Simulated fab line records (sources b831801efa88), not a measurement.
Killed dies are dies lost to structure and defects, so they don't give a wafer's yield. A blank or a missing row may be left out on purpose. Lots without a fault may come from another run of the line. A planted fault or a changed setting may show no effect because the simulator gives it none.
Which tool is to blame? | flow gf180mcu | 13 lots with 39 wafers sampled at 2 steps, on a route of 602 steps

WHAT THE GAUGES SHOWED, per wafer
GF_POLY_GATE_CD_MEAS_18.
lot  | measured     | on        | cd nm (nm)
L914 | day 9 13:05  | cd sem-02 | 278.8 279.5 281.6
L916 | day 10 03:20 | cd sem-01 | 280.4 280.7 282.8
L917 | day 10 15:50 | cd sem-02 | 278.6 278.4 279.4
L918 | day 10 15:56 | cd sem-01 | 278.3 278.4 276.7
L919 | day 11 06:57 | cd sem-02 | 279.3 279.9 277.8
L920 | day 11 07:05 | cd sem-02 | 279.5 275.3 279.7
L923 | day 12 10:05 | cd sem-02 | 281.6 280.1 283.9
L925 | day 12 23:03 | cd sem-02 | 278.3 279.5 278.4
L926 | day 13 01:35 | cd sem-01 | 280.0 276.6 279.1
L928 | day 13 20:49 | cd sem-02 | 280.7 279.5 278.5
L932 | day 15 03:48 | cd sem-01 | 276.0 276.6 277.9
L933 | day 15 11:33 | cd sem-02 | 277.7 279.5 280.0
L934 | day 15 13:59 | cd sem-02 | 280.5 279.6 281.0

GF_SAB_THK_MEAS_01.
lot  | measured     | on            | SAB_CVD_00_THK (nm)
L914 | day 14 15:53 | film metro-03 | 49.5 51.0 51.3
L916 | day 15 07:10 | film metro-02 | 50.1 50.9 50.8
L917 | day 15 22:01 | film metro-02 | 50.7 50.8 51.2
L918 | day 15 22:19 | film metro-03 | 49.7 50.1 51.2
L919 | day 16 16:58 | film metro-01 | 49.1 50.2 49.1
L920 | day 16 18:26 | film metro-01 | 49.4 50.7 49.6
L923 | day 17 22:31 | film metro-02 | 49.8 51.0 49.7
L925 | day 18 15:44 | film metro-03 | 50.6 50.8 49.9
L926 | day 18 17:16 | film metro-03 | 49.8 49.6 49.6
L928 | day 19 18:44 | film metro-02 | 49.7 50.9 51.0
L932 | day 21 04:49 | film metro-01 | 49.4 50.2 51.2
L933 | day 21 12:38 | film metro-02 | 49.1 50.6 50.8
L934 | day 21 15:52 | film metro-02 | 50.1 50.5 51.3

EACH LOT AND THE TOOL THAT RAN IT (in order: tool; ch and the chambers of the sampled wafers; start)
Record: no process step prior to these readings.

WHAT THE TOOLS THEMSELVES READ (means of the sampled wafers that have a number; where no wafer has one, the mark that the record gives instead)
The record holds no such reading with a usual standard deviation.

THE ANSWER, worked out from the rows above alone
Rule: what is usual is taken from the lots themselves. The widest of any qualifying gaps counts: lots, ordered by their means at a reading, are off when they make up no more than a third of the lots, leave a main group of 4 or more, and stand apart from it by 3 or more times the standard deviation of that group's means. A main group whose means are all the same, to the digits that the tables above print for the reading, isn't used. Also off: a lot with no number at a reading for which 4 or more lots have one. All remaining lots with rows at the step are treated as sound. The gauges are gone through in route order, then the tools' own readings, and for those a lot's mean is taken as printed above. The first step at which some lot is off is used, and at that step the reading that is off furthest; a lot without a number counts as furthest.
No lot is off on any of the readings shown, so nothing can be concluded from this.

WHAT THE SIMULATOR HAD PUT IN
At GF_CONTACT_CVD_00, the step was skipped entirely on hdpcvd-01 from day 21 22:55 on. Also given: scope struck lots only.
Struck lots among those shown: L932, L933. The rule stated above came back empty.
